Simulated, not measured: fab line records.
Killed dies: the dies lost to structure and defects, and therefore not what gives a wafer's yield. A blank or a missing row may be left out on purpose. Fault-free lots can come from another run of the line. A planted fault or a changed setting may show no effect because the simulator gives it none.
Which tool is to blame?    flow sky130    at 1 step of a route of 708, 14 lots with 40 wafers sampled

## WHAT EACH GAUGE READ, for each wafer
SKY_CONTACT_THK_MEAS_01.
lot   measured      on            CONTACT_CVD_00_THK (nm)
L240  day 32 07:23  filmMetro-04  73.9 75.9 74.1
L246  day 33 09:41  filmMetro-04  73.8 72.9 73.2
L247  day 34 05:01  filmMetro-01  74.0 74.4 74.2
L248  day 34 09:02  filmMetro-04  73.0 75.2 74.3
L250  day 34 21:26  filmMetro-01  75.1 75.4 75.3
L252  day 35 11:43  filmMetro-03  73.0 74.3 74.4
L251  day 35 14:56  filmMetro-01  76.5
L256  day 36 11:16  filmMetro-04  74.4 73.3 74.6
L257  day 36 19:43  filmMetro-03  74.9 76.4 74.9
L258  day 36 21:13  filmMetro-04  73.1 73.9 75.5
L259  day 37 14:11  filmMetro-04  75.6 76.4 73.9
L260  day 37 19:48  filmMetro-03  72.8 74.0 74.4
L261  day 37 22:44  filmMetro-03  75.0 75.6 76.1
L262  day 38 13:17  filmMetro-03  73.7 73.5 74.6

## EACH LOT AND THE TOOL THAT RAN IT (in order: tool; ch and the chambers of the sampled wafers; start)
Record: no process step prior to these readings.

## AS READ BY THE TOOLS THEMSELVES (means over the sampled wafers that have a number; for cases with no such wafer, the mark the record gives instead)
The record holds no such reading with a usual standard deviation.

## THE ANSWER, worked out from the rows above alone
Rule: usual is defined by the lots themselves. The widest of any qualifying gaps counts: lots, ordered by their means at a reading, are off when they make up no more than a third of the lots, leave a main group of 4 or more, and stand apart from it by 3 or more times the standard deviation of that group's means. If all means in a main group match to the digits the tables above print for the reading, that group is not used. Also off: a lot with no number at a reading for which 4 or more lots have one. Where the step has rows for the other lots, those lots are counted as sound. The gauges are gone through in route order, then the tools' own readings, and for those a lot's mean is taken as printed above. At the first step where some lot is off, the reading lying furthest off is the one used; lots without a number count as furthest.
Across all readings shown, no lot is off: no conclusion can be drawn from this.

## WHAT WAS PUT IN BY THE SIMULATOR
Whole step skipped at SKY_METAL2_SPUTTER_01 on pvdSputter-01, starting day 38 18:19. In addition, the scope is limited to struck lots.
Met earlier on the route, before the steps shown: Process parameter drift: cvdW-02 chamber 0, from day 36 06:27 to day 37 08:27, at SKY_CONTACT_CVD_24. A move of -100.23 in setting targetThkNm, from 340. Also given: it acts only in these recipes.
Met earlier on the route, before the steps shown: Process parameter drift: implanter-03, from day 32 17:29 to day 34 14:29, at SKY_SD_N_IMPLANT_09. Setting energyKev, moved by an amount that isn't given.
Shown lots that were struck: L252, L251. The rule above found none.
